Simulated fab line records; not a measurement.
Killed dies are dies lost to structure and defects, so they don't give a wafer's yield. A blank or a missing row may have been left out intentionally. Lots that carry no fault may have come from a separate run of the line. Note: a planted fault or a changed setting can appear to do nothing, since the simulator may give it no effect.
Comparing a struck lot with a sound one :: flow sky130 :: 19 out of 708 route steps
Sound: the wafers L554.3, L554.5, L554.6. Struck: wafer L549.2. The cause is named last.
Each step with rows lists, per side, the tool, then ch with its chambers, then its first start. Under that, the readings that differ: sound wafers :: struck wafers :: difference of the means :: sigmas: that difference in standard deviations of wafers without a fault.
alike: a reading whose means differ by less than 2 such deviations, as well as words and numbers matching on both sides. not compared: withheld readings; readings where some wafer has no value; bounds like >300 that might hide an equal value; numbers whose values overlap and for which the record gives no deviation.
Wherever a step has rows on one side only, a row that says differs or no value, or a row with sigmas, the two part there. When numbers do not overlap yet have no deviation, they are printed without sigmas and do not part them. A reading that every wafer of one side lacks parts them only if that side has two wafers or more.

SKY_VIA1_ETCH_15: etches SiO2 in C4F8/O2/Ar, stops on TiN, target depth 351 nm, time 54 s.
  sound on rie diel-02 ch 0,1,2, day 37 15:57; struck on rie diel-01 ch 3, day 36 10:29
  alike: oes product au
then, 5 steps without rows for these wafers: SKY_VIA1_STRIP_16 (strips in O2/N2); SKY_VIA1_STRIP_17 (strips in post etch residue remover, time 1200 s); SKY_VIA1_CLEAN_18 (cleans in IPA, time 180 s); SKY_VIA1_CLEAN_19 (cleans in O3/DIW); SKY_VIA1_SPUTTER_20 (material TiN, target thk 20 nm, time 80 s).
SKY_VIA1_CVD_21: deposits W, target thk 270 nm, time 80.902 s.
  sound on cvd w-01 ch 0,1, day 37 16:43; struck on cvd w-02 ch 0, day 36 11:13
  alike: heater power w
SKY_VIA1_RS_MEAS_22: a four-point-probe measurement.
  struck on film metro-02, day 36 11:20; sound on film metro-01, day 37 16:49
  alike: VIA1_W_RS
SKY_VIA1_THK_MEAS_23: measures by xrf.
  struck on film metro-02, day 36 11:27; sound on film metro-01, day 37 16:55
  alike: VIA1_W_THK
then, 2 steps without rows for these wafers: SKY_VIA1_CMP_24 (polishes, stops on SiO2, t overpolish 15 s, target thk 0 nm); SKY_METAL2_SPUTTER_00 (material Ti, target thk 15 nm, time 10 s).
SKY_METAL2_SPUTTER_01: material TiN, target thk 20 nm, time 16.7 s.
  struck on pvd sputter-01, day 36 11:49; sound on pvd sputter-03, day 37 17:16
  alike: cathode dc power W, throttle valve pct
SKY_METAL2_SPUTTER_02: material AlCu, target thk 250 nm, time 13.3 s.
  struck on pvd sputter-01, day 36 11:50; sound on pvd sputter-03, day 37 17:18
reading: cathode dc power W (W)
sound: 10599 10603 10601
struck: 9800.8
difference: -800.2
sigmas: -99 or more

reading: model.AlCu_of_METAL2_SPUTTER_02.thk nm (nm)
sound: 250.2 249.6 249.6
struck: 232.8
difference: -17.0
sigmas: 
  alike: throttle valve pct
SKY_METAL2_SPUTTER_03: material Ti, target thk 5 nm, time 3.3 s.
  struck on pvd sputter-01, day 36 11:52; sound on pvd sputter-03, day 37 17:19
  alike: cathode dc power W, throttle valve pct
SKY_METAL2_SPUTTER_04: material TiN, target thk 70 nm, time 56.74 s.
  struck on pvd sputter-01, day 36 11:53; sound on pvd sputter-03, day 37 17:20
  alike: cathode dc power W, throttle valve pct
SKY_METAL2_RS_MEAS_05: a four-point-probe measurement.
  struck on film metro-03, day 36 11:58; sound on film metro-03, day 37 17:26
reading: METAL2_ALCU_RS (ohm/sq)
sound: 0.1265 0.1266 0.1266
struck: 0.1360
difference: +0.0094
sigmas: +7
SKY_METAL2_THK_MEAS_06: measures by xrf.
  struck on film metro-03, day 36 12:04; sound on film metro-03, day 37 17:32
reading: METAL2_ALCU_THK (nm)
sound: 248.5 247.4 245.4
struck: 227.6
difference: -19.5
sigmas: -8
then, 1 step without rows for these wafers: SKY_METAL2_DEHYDRATE_07 (time 60 s).
-- the record jumps here: 11 days lie between the struck wafers' starts before and after (it left off in module METAL2 and takes up again in module PAD_OPEN, whose first step shown is number 708 of the route) --
SKY_PAD_OPEN_PROBE_99:
  struck on prober-01, day 47 17:31; sound on prober-01, day 48 14:46
  alike: killed_at_M0_to_M3, killed_at_M4_up, killed at contacts, killed at front end, killed at other, killed dies, killed open, killed short

== WHERE THEY PART ==
At SKY_METAL2_SPUTTER_02 first; at SKY_METAL2_THK_MEAS_06 last (within this record only). Later steps at which nothing parts them and some readings are alike: SKY_PAD_OPEN_PROBE_99.

WHY: what had been put in by the simulator
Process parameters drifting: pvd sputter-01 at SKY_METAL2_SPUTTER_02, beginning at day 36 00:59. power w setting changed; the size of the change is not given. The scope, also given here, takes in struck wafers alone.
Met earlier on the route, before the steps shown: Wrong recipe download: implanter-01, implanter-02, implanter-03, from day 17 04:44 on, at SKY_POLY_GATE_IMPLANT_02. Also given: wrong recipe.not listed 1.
